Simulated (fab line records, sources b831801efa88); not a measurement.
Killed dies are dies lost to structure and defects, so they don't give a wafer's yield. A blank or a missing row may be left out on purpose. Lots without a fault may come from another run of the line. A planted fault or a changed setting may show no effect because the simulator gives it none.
Which tool did it? | flow gf180mcu | 12 lots, 36 wafers sampled, at 6 steps of a route of 602

WHAT THE GAUGES READ, wafer by wafer
GF_MVSD_TW_MEAS_11. Usual: MVSD_TW 1587, standard deviation 9.9.
lot  | measured    | on            | MVSD_TW        | flag
L947 | day 4 11:17 | film_metro-03 | 1591 1595 1597 |
L954 | day 6 04:58 | film_metro-03 | 1606 1607 1591 |
L955 | day 6 10:46 | film_metro-03 | 1471 1460 1463 | OFF
L957 | day 6 22:40 | film_metro-01 | 1433 1434 1448 | OFF
L960 | day 7 15:16 | film_metro-03 | 1603 1603 1597 |
L961 | day 7 21:13 | film_metro-01 | 1587 1583 1574 |
L962 | day 8 02:28 | film_metro-01 | 1576 1578 1578 |
L963 | day 8 08:26 | film_metro-03 | 1589 1595 1577 |
L964 | day 8 13:22 | film_metro-03 | 1590 1586 1595 |
L965 | day 8 21:43 | film_metro-04 | 1580 1584 1576 |
L966 | day 9 03:52 | film_metro-01 | 1578 1577 1583 |
L969 | day 9 19:35 | film_metro-03 | 1590 1595 1597 |

GF_VT_IMPLANT_RS_MEAS_46: measures by four-point-probe. Usual: MVSD_RS 456.1 ohm/sq, standard deviation 1.2.
lot  | measured     | on            | MVSD_RS (ohm/sq)  | flag
L947 | day 7 14:04  | film_metro-01 | 456.8 456.4 456.9 |
L954 | day 9 15:32  | film_metro-03 | 455.3 454.9 455.3 |
L955 | day 9 23:47  | film_metro-03 | 534.0 538.4 538.3 | OFF
L957 | day 10 13:58 | film_metro-01 | 537.6 538.2 538.5 | OFF
L960 | day 11 09:05 | film_metro-01 | 456.8 456.5 457.2 |
L961 | day 11 15:44 | film_metro-04 | 456.5 455.8 456.5 |
L962 | day 11 20:25 | film_metro-03 | 454.6 455.1 454.7 |
L963 | day 12 04:44 | film_metro-04 | 457.6 456.6 457.3 |
L964 | day 12 09:58 | film_metro-03 | 454.0 454.2 455.3 |
L965 | day 12 18:41 | film_metro-01 | 455.7 455.9 457.7 |
L966 | day 13 02:31 | film_metro-03 | 456.3 456.0 455.0 |
L969 | day 13 21:29 | film_metro-04 | 454.8 455.1 454.7 |

GF_CONTACT_OVL_MEAS_15. Usual: CONTACT_OVL -4 nm, standard deviation 6.1.
lot  | measured     | on         | CONTACT_OVL (nm) | flag
L947 | day 16 02:27 | overlay-02 | -8 4 6           |
L954 | day 19 00:31 | overlay-01 | -1 -4 5          |
L955 | day 19 10:24 | overlay-02 | -7 -7 -12        |
L957 | day 20 06:42 | overlay-02 | -3 1 -10         |
L960 | day 21 06:56 | overlay-02 | 3 7 -5           |
L961 | day 21 13:06 | overlay-01 | -8 -10 -6        |
L962 | day 21 20:26 | overlay-01 | -18 -16 -13      |
L963 | day 22 05:35 | overlay-01 | -1 8 6           |
L964 | day 22 14:00 | overlay-02 | 1 -4 -5          |
L965 | day 22 19:42 | overlay-01 | -16 -11 -4       |
L966 | day 23 04:44 | overlay-01 | -12 -14 -8       |
L969 | day 24 03:42 | overlay-01 | -2 0 8           |

WHICH TOOL RAN EACH LOT (tool, then ch and the chambers of the sampled wafers, then the start)
lot  | GF_MVSD_IMPLANT_08             | GF_MVSD_STRIP_10                    | GF_HV_LDD_STRIP_22
L947 | implanter-02 ch 0, day 4 10:55 | plasma_asher-02 ch 0,1, day 4 11:12 | plasma_asher-03 ch 0,1, day 10 19:04
L954 | implanter-03 ch 0, day 6 04:35 | plasma_asher-04 ch 0, day 6 04:52   | plasma_asher-03 ch 0,1, day 13 04:38
L955 | implanter-03 ch 0, day 6 10:23 | plasma_asher-01 ch 0,1, day 6 10:40 | plasma_asher-03 ch 0,1, day 13 13:40
L957 | implanter-03 ch 0, day 6 22:16 | plasma_asher-02 ch 0,1, day 6 22:34 | plasma_asher-01 ch 0,1, day 14 06:47
L960 | implanter-02 ch 0, day 7 14:53 | plasma_asher-04 ch 0,1, day 7 15:10 | plasma_asher-01 ch 0,1, day 15 02:10
L961 | implanter-02 ch 0, day 7 20:50 | plasma_asher-04 ch 0,1, day 7 21:07 | plasma_asher-02 ch 0,1, day 15 09:22
L962 | implanter-02 ch 0, day 8 02:04 | plasma_asher-04 ch 0,1, day 8 02:22 | plasma_asher-03 ch 0, day 15 15:56
L963 | implanter-02 ch 0, day 8 08:03 | plasma_asher-04 ch 0,1, day 8 08:19 | plasma_asher-02 ch 0, day 16 01:11
L964 | implanter-04 ch 0, day 8 12:58 | plasma_asher-02 ch 0,1, day 8 13:16 | plasma_asher-02 ch 0,1, day 16 07:44
L965 | implanter-04 ch 0, day 8 21:17 | plasma_asher-04 ch 0,1, day 8 21:34 | plasma_asher-03 ch 0,1, day 16 14:43
L966 | implanter-04 ch 0, day 9 03:28 | plasma_asher-02 ch 0,1, day 9 03:46 | plasma_asher-01 ch 0,1, day 17 00:17
L969 | implanter-04 ch 0, day 9 19:11 | plasma_asher-04 ch 0,1, day 9 19:28 | plasma_asher-01 ch 0,1, day 17 21:55
- GF_MVSD_IMPLANT_08
- GF_MVSD_STRIP_10: strips in O2/N2.
- GF_HV_LDD_STRIP_22: strips in O2/N2.

WHAT THE TOOLS THEMSELVES READ (means of the sampled wafers that have a number; where no wafer has one, the mark that the record gives instead)
GF_MVSD_IMPLANT_08. Usual: dose_ions_cm2 1.6005e+13, standard deviation 1.7e+10; faraday_current_uA 90.0, standard deviation 1.8.
lot  | tool         | dose_ions_cm2 | faraday_current_uA | flag
L947 | implanter-02 | 1.6009e+13    | 90.5               |
L954 | implanter-03 | 1.5983e+13    | 88.4               |
L955 | implanter-03 | 1.1584e+13    | 65.2               | OFF
L957 | implanter-03 | 1.1591e+13    | 65.0               | OFF
L960 | implanter-02 | 1.6019e+13    | 89.8               |
L961 | implanter-02 | 1.5983e+13    | 91.5               |
L962 | implanter-02 | 1.6001e+13    | 89.8               |
L963 | implanter-02 | 1.6006e+13    | 90.8               |
L964 | implanter-04 | 1.6011e+13    | 89.9               |
L965 | implanter-04 | 1.6008e+13    | 88.8               |
L966 | implanter-04 | 1.6008e+13    | 88.2               |
L969 | implanter-04 | 1.6032e+13    | 90.1               |

GF_MVSD_STRIP_10. Usual: drypump_motor_current_A 5.8 A, standard deviation 0.44; heater_power_w 312 W, standard deviation 31; oes_product_au 0.722 a.u., standard deviation 0.0043; strip_time_to_endpoint_s 36.94 s, standard deviation 0.14.
lot  | tool            | drypump_motor_current_A (A) | heater_power_w (W) | oes_product_au (a.u.) | strip_time_to_endpoint_s (s) | flag
L947 | plasma_asher-02 | 6.4                         | 328                | 0.721                 | 36.69                        |
L954 | plasma_asher-04 | 5.4                         | 318                | 0.721                 | 36.89                        |
L955 | plasma_asher-01 | 5.6                         | 337                | 0.723                 | 36.95                        |
L957 | plasma_asher-02 | 6.4                         | 334                | 0.720                 | 36.87                        |
L960 | plasma_asher-04 | 5.5                         | 308                | 0.721                 | 37.03                        |
L961 | plasma_asher-04 | 5.5                         | 297                | 0.725                 | 37.05                        |
L962 | plasma_asher-04 | 5.6                         | 296                | 0.721                 | 36.98                        |
L963 | plasma_asher-04 | 5.5                         | 303                | 0.721                 | 36.86                        |
L964 | plasma_asher-02 | 6.5                         | 310                | 0.725                 | 37.16                        |
L965 | plasma_asher-04 | 5.5                         | 307                | 0.722                 | 36.92                        |
L966 | plasma_asher-02 | 6.5                         | 303                | 0.721                 | 36.97                        |
L969 | plasma_asher-04 | 5.6                         | 300                | 0.727                 | 37.01                        |

GF_HV_LDD_STRIP_22. Usual: drypump_motor_current_A 5.9 A, standard deviation 0.41; heater_power_w 309 W, standard deviation 35; oes_product_au 0.716 a.u., standard deviation 0.0043; strip_time_to_endpoint_s 12.64 s, standard deviation 0.038.
lot  | tool            | drypump_motor_current_A (A) | heater_power_w (W) | oes_product_au (a.u.) | strip_time_to_endpoint_s (s) | flag
L947 | plasma_asher-03 | 5.6                         | 285                | 0.714                 | 12.67                        |
L954 | plasma_asher-03 | 5.6                         | 290                | 0.717                 | 12.68                        |
L955 | plasma_asher-03 | 5.6                         | 284                | 0.719                 | 12.64                        |
L957 | plasma_asher-01 | 5.6                         | 334                | 0.716                 | 12.65                        |
L960 | plasma_asher-01 | 5.6                         | 338                | 0.717                 | 12.68                        |
L961 | plasma_asher-02 | 6.5                         | 307                | 0.716                 | 12.64                        |
L962 | plasma_asher-03 | 5.6                         | 275                | 0.719                 | 12.66                        |
L963 | plasma_asher-02 | 6.3                         | 356                | 0.711                 | 12.63                        |
L964 | plasma_asher-02 | 6.4                         | 335                | 0.714                 | 12.71                        |
L965 | plasma_asher-03 | 5.6                         | 281                | 0.717                 | 12.67                        |
L966 | plasma_asher-01 | 5.5                         | 308                | 0.714                 | 12.65                        |
L969 | plasma_asher-01 | 5.6                         | 335                | 0.720                 | 12.65                        |

THE ANSWER, worked out from the rows above alone
Rule: a lot is off if the mean of its wafers that have a number lies more than 3 standard deviations from the usual mean. A lot without any number at a reading at which 4 lots or more have one is off too. The other lots that the step has rows for count as sound. The gauges are gone through in route order, then the tools' own readings, and for those a lot's mean is taken as printed above. The first step at which some lot is off is used, and at that step the reading that is off furthest; a lot without a number counts as furthest.
Off: L955, L957, at GF_MVSD_TW_MEAS_11 (MVSD_TW).
A tool fits if, at a process step before that reading, it ran every lot that is off, and no sound lot after the first of them. The gauges at GF_MVSD_TW_MEAS_11 aren't tried: what is off there is off at GF_MVSD_IMPLANT_08 too, on other tools, and a gauge's error can't cause that. One fits: implanter-03 at GF_MVSD_IMPLANT_08. Its last sound lot is L954 (day 6 04:35), its first lot that is off L955 (day 6 10:23): a fault that began between those two fits.
The tool's own readings at GF_MVSD_IMPLANT_08 bear it out: on the lots that are off they differ by more than 5 times the standard deviation of the sound lots' means. dose_ions_cm2 reads 1.1588e+13 there against 1.6006e+13 on the sound lots; faraday_current_uA reads 65.1 there against 89.8 on the sound lots.

WHAT THE SIMULATOR HAD PUT IN
Process parameter drift: implanter-03, from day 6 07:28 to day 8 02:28, at GF_MVSD_IMPLANT_08. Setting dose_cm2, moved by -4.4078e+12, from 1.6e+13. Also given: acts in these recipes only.
Lots struck among those shown: L955, L957. The rule above found the same.
